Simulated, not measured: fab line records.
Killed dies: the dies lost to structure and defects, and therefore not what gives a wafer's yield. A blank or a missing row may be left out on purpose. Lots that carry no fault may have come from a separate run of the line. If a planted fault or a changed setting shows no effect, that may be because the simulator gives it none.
Split-lot study | flow sfq line | 5 lots, 23 wafers read, on a route of 325 steps

THE SPLIT ITSELF
At SFQ_TRILAYER_M0_DEP_SPUTTER_019 (material Nb, target thk 200 nm, time 133.3 s), the setting time s was moved away from the recipe's 133.3 s on 12 of the 23 wafers read, by -11.3% to +13.4%. This setting was run at the recipe's value on the other wafers.

FROM THE SPLIT TO THE READING: what the file shows between them, 5 steps
- SFQ_M0_RS_MEAS_904: measures by four-point-probe
- SFQ_TRILAYER_M0_LITHO_COAT_021: resist thk 600 nm (also split here: spin rpm)
- SFQ_TRILAYER_M0_LITHO_PEB_024: peb time 60 s (also split here: peb time s)
- SFQ_TRILAYER_M0_LITHO_DEVELOP_023: time 60 s
- SFQ_TRILAYER_M0_BARC_OPEN_METAL_ETCH_031: etches BARC in O2, target depth 125 nm, time 41.7 s

THE READING
oes product au, in a.u., at SFQ_TRILAYER_M0_ETCH_METAL_ETCH_024 (etches Nb in Cl2/Ar, stops on SiO2, target depth 240 nm, time 120 s). On this fab line, fault-free wafers typically give 0.897 a.u. with a standard deviation of 0.0061 a.u.

wafer  | tool, chamber at the split | time s as run, s | against the recipe | oes product au, a.u. | against lot-mates on the recipe
L074.1 | pvd sputter-04, -          | 133.3            | recipe             | 0.887                | -
L074.2 | pvd sputter-04, -          | 133.3            | recipe             | 0.907                | -
L074.6 | pvd sputter-04, -          | 133.3            | recipe             | 0.899                | -
L075.1 | pvd sputter-04, -          | 133.3            | recipe             | 0.891                | -
L075.2 | pvd sputter-04, -          | 122.9            | -7.8%              | 0.853                | -0.047
L075.3 | pvd sputter-04, -          | 133.3            | recipe             | 0.909                | -
L075.5 | pvd sputter-04, -          | 122.9            | -7.8%              | 0.857                | -0.043
L075.6 | pvd sputter-04, -          | 122.9            | -7.8%              | 0.857                | -0.043
L077.1 | pvd sputter-04, -          | 142.2            | +6.7%              | 0.933                | +0.036
L077.2 | pvd sputter-04, -          | 142.2            | +6.7%              | 0.928                | +0.031
L077.4 | pvd sputter-04, -          | 142.2            | +6.7%              | 0.920                | +0.023
L077.5 | pvd sputter-04, -          | 133.3            | recipe             | 0.886                | -
L077.6 | pvd sputter-04, -          | 133.3            | recipe             | 0.909                | -
L078.1 | pvd sputter-06, -          | 151.1            | +13.4%             | 0.963                | +0.070
L078.2 | pvd sputter-06, -          | 133.3            | recipe             | 0.894                | -
L078.3 | pvd sputter-06, -          | 151.1            | +13.4%             | 0.970                | +0.077
L078.4 | pvd sputter-06, -          | 133.3            | recipe             | 0.892                | -
L078.5 | pvd sputter-06, -          | 151.1            | +13.4%             | 0.964                | +0.071
L080.1 | pvd sputter-04, -          | 133.3            | recipe             | 0.901                | -
L080.2 | pvd sputter-04, -          | 118.3            | -11.3%             | 0.829                | -0.074
L080.4 | pvd sputter-04, -          | 118.3            | -11.3%             | 0.846                | -0.057
L080.5 | pvd sputter-04, -          | 133.3            | recipe             | 0.904                | -
L080.6 | pvd sputter-04, -          | 118.3            | -11.3%             | 0.839                | -0.064

FIT RESULTS
A straight line over all 23 wafers: oes product au changes by +0.00513 a.u. for each +1% of time s; r = +0.98; the points scatter about the line by 0.0072 a.u.
The same after taking each lot's own level away (the mean of its wafers on the recipe; 23 wafers): +0.00546 a.u. for each +1%; r = +0.99; scatter 0.007 a.u.
On that fit, the largest move of time s shifts the reading by 0.073 a.u.
The lots' own levels span 0.8930 to 0.9025 a.u., that is 1.6 times the standard deviation above.
Consequently the slope shifts little with the lot-to-lot level, the two slopes agreeing.
Check: for one of the wafers moved furthest among these (+13.4%), held out of the fit, the line's prediction against its lot-mates is +0.0716 a.u. It came out at +0.07 a.u. against them.

THESE WAFERS: OTHER SPLITS
Other splits were also applied to these wafers ahead of the reading. Each is held against what the fit with the lots' levels taken away leaves over:
other split on the same wafers                   | wafers away from the commonest value | r with oes product au (lot level and that fit taken away)
SFQ_TRILAYER_L0_DEP_SPUTTER_003 power w          | 4                                    | -0.18
SFQ_TRILAYER_L0_LITHO_COAT_005 resist thk nm     | 10                                   | +0.14
SFQ_TRILAYER_L0_VIA_LITHO_COAT_018 resist thk nm | 9                                    | -0.34
SFQ_TRILAYER_M0_LITHO_COAT_021 spin rpm          | 8                                    | -0.04
SFQ_TRILAYER_M0_LITHO_PEB_024 peb time s         | 6                                    | +0.06

THE WHOLE CHAIN: every reading that the file lists as answering this split, in the file's order
step                                | what it does                                                        | reading                                                                                   | change (the file's fit)                   | r (the file's)
SFQ_TRILAYER_M0_DEP_SPUTTER_019     | material Nb, target thk 200 nm, time 133.3 s                        | Nb_of_TRILAYER_M0_DEP_SPUTTER_019.thk nm (the simulator's own value, which no gauge read) | +1.95 nm for each +1% of the setting      | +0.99
SFQ_M0_RS_MEAS_904                  | measures by four-point-probe                                        | M0_NB_RS                                                                                  | -0.00864 for each +1% of the setting      | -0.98
SFQ_TRILAYER_M0_ETCH_METAL_ETCH_024 | etches Nb in Cl2/Ar, stops on SiO2, target depth 240 nm, time 120 s | oes product au                                                                            | +0.00545 a.u. for each +1% of the setting | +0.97

THE FILE'S OWN FIT
oes product au changes by +0.00545 a.u. for each +1% of time s, r = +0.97.
